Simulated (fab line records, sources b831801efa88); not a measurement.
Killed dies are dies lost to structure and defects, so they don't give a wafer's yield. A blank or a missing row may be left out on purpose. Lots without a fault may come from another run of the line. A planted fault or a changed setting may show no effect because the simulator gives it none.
One fault seen from 2 desks | flow gf180mcu | each desk has only its own numbers; what lay behind them comes last

THE METROLOGY DESK
What the gauges read, lot by lot, whatever tool the lot ran on: means of the sampled wafers that have a number. A lot is out of limits, marked OUT, if its mean lies more than 4 standard deviations from the usual mean; the brackets give that distance.
Columns: A = V2_CVD_00_THK at GF_V2_THK_MEAS_01, usual 599 nm
lot  | first seen here | A
L956 | day 18 23:35    | 594
L957 | day 19 02:01    | 601
L958 | day 19 16:31    | 611
L959 | day 20 05:04    | 595
L960 | day 20 14:42    | 592
L961 | day 20 22:00    | 600
L962 | day 21 11:31    | 601
L972 | day 25 11:09    | 600
L974 | day 25 21:08    | 590
L976 | day 26 12:38    | 592
L978 | day 26 23:07    | 600
This desk's finding: nothing out of limits on any of the 11 lots.

THE TOOL OWNER'S DESK: cmp-02
The tool's own readings at GF_V2_CMP_04 (polishes SiO2): means of the sampled wafers that have a number, for each lot that ran on this tool. A lot is out of limits, marked OUT, if its mean lies more than 4 standard deviations from the usual mean; the brackets give that distance.
Columns: A = motor_current_A at GF_V2_CMP_04, usual 12.0 A; B = time_to_endpoint_s at GF_V2_CMP_04, usual 80 s
lot  | first seen here | A    | B
L958 | day 19 16:42    | 11.2 | 81
L960 | day 20 14:56    | 11.5 | 82
L961 | day 20 22:11    | 13.9 | 78
L962 | day 21 11:42    | 9.9  | 79
L972 | day 25 11:23    | 11.8 | 62
This desk's finding: nothing out of limits on any of the 5 lots.

PUT TOGETHER
The metrology desk saw nothing out of limits.
The tool owner's desk saw nothing out of limits.

WHAT THE SIMULATOR HAD PUT IN
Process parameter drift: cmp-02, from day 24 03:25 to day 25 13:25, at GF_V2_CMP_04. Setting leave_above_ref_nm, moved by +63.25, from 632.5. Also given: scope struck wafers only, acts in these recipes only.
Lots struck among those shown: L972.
